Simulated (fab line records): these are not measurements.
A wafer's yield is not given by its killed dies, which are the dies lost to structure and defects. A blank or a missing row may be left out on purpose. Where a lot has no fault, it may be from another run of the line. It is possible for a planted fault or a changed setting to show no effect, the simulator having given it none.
Struck lot and sound lot, side by side ; flow sky130 ; 35 steps out of a route of 708
Sound: wafers L926.3, L926.4, L926.5. Struck: wafers L927.3, L927.4 (left out: L927.1, a lot-mate that was not struck); the cause follows at the end.
Each step with rows lists, per side, the tool, then ch with its chambers, then its first start. Under that, the readings that differ: sound wafers ; struck wafers ; difference of the means ; sigmas: that difference in standard deviations of wafers without a fault.
alike: readings with means less than 2 such deviations apart, plus words and numbers identical on both sides. not compared: withheld readings, readings lacking a value on some wafer, bounds such as >300 that could conceal the same value, and numbers that have no deviation in the record and whose values overlap.
The two part at a step that has a row with sigmas, a row that says differs or no value, or rows on one side only. Non-overlapping numbers with no deviation appear without sigmas and do not part them. A reading missing from all wafers of one side parts the sides only when that side holds two or more wafers.

first, 10 steps without rows for these wafers: SKY_METAL2_EXPOSE_12 (exposes mask MM2, target cd 140 nm); SKY_METAL2_PEB_13; SKY_METAL2_DEVELOP_14 (develop time 60 s); SKY_METAL2_DESCUM_17 (chemistry O2, time 8 s); SKY_METAL2_ETCH_18 (etches BARC in N2/H2, stops on SiO2, time 45.9 s, target depth 60 nm); SKY_METAL2_METAL_ETCH_19 (etches the open film in Cl2/BCl3, stops on SiO2, target depth 360 nm, time 78 s); SKY_METAL2_STRIP_20 (strips in O2/N2); SKY_METAL2_STRIP_21 (strips in post etch residue remover, time 1200 s); SKY_METAL2_CLEAN_22 (cleans in IPA, time 180 s); SKY_METAL2_CLEAN_23 (cleans in O3/DIW).
SKY_VIA2_HDPCVD_00: deposits SiO2, target thk 1180 nm, time 196.7 s.
  sound on hdpcvd-02 ch 0,2, day 38 15:37; struck on hdpcvd-01 ch 2, day 38 16:28
  alike: sih4_flow_sccm
then, 23 steps without rows for these wafers: SKY_VIA2_CMP_02 (polishes SiO2); SKY_VIA2_DEHYDRATE_04 (time 60 s); SKY_VIA2_HMDS_05 (prime time 60 s); SKY_VIA2_COAT_06 (resist thk 60 nm); SKY_VIA2_COAT_07 (resist thk 450 nm); SKY_VIA2_SOFTBAKE_08 (time 90 s); SKY_VIA2_EXPOSE_09 (exposes mask VIM2, target cd 200 nm); SKY_VIA2_PEB_10; SKY_VIA2_DEVELOP_11 (develop time 60 s); SKY_VIA2_ETCH_14 (etches BARC in N2/H2, stops on SiO2, time 45.9 s, target depth 60 nm); SKY_VIA2_ETCH_15 (etches SiO2 in C4F8/O2/Ar, stops on TiN, target depth 546 nm, time 84 s); SKY_VIA2_STRIP_16 (strips in O2/N2); SKY_VIA2_STRIP_17 (strips in post etch residue remover, time 1200 s); SKY_VIA2_CLEAN_18 (cleans in IPA, time 180 s); SKY_VIA2_CLEAN_19 (cleans in O3/DIW); SKY_VIA2_SPUTTER_20 (material TiN, target thk 20 nm, time 80 s); SKY_VIA2_CVD_21 (deposits W, target thk 420 nm, time 126.4 s); SKY_VIA2_CMP_24 (polishes, stops on SiO2, t overpolish 20 s, target thk 0 nm); SKY_METAL3_SPUTTER_00 (material Ti, target thk 15 nm, time 10 s); SKY_METAL3_SPUTTER_01 (material TiN, target thk 20 nm, time 16.7 s); SKY_METAL3_SPUTTER_02 (material AlCu, target thk 735 nm, time 39.1 s); SKY_METAL3_SPUTTER_03 (material Ti, target thk 5 nm, time 3.3 s); SKY_METAL3_SPUTTER_04 (material TiN, target thk 70 nm, time 58.3 s).
-- the record jumps here: 10 days lie between the struck wafers' starts before and after (it left off in module METAL3 and takes up again in module PAD_OPEN, whose first step shown is number 708 of the route) --
SKY_PAD_OPEN_PROBE_99:
  struck on prober-01, day 48 12:02; sound on prober-02, day 48 11:35
reading;sound;struck;difference;sigmas
hold;- - -;await_dispo/2.8h/release await_dispo/2.8h/release;no value on the sound wafers;
defect_limited_yield (%);81.7 82.3 82.5;78.5 75.6;-5.1;-3
killed_at_M0_to_M3;48 39 42;69 81;+32;+6
killed_dies;90 87 86;106 120;+25;+3
sort_bin_3_pad_short (%);0.6 0.8 0.4;4.5 2.4;+2.9;+7
sort_n_pass;402 405 406;386 372;-25;-3
sort_yield_pct (%);81.7 82.3 82.5;78.5 75.6;-5.1;-3
model.etest.tester.sort_n_pass;402 405 406;386 372;-25;
model.etest.tester.sort_yield_pct (%);81.71 82.32 82.52;78.46 75.61;-5.15;
model.etest.tester.sort_bin_3_pct (%);0.6098 0.813 0.4065;4.472 2.439;+2.846;
  alike: killed_at_M4_up, killed_at_contacts, killed_at_front_end, killed_at_other, killed_on_rim, killed_open, killed_short, sort_bin_5_function, sort_bin_6_memory
  not compared: model.etest.tester.sort_bin_5_pct

== WHERE THEY PART ==
Within this record, at SKY_PAD_OPEN_PROBE_99 only.

WHY: whatever the simulator had introduced
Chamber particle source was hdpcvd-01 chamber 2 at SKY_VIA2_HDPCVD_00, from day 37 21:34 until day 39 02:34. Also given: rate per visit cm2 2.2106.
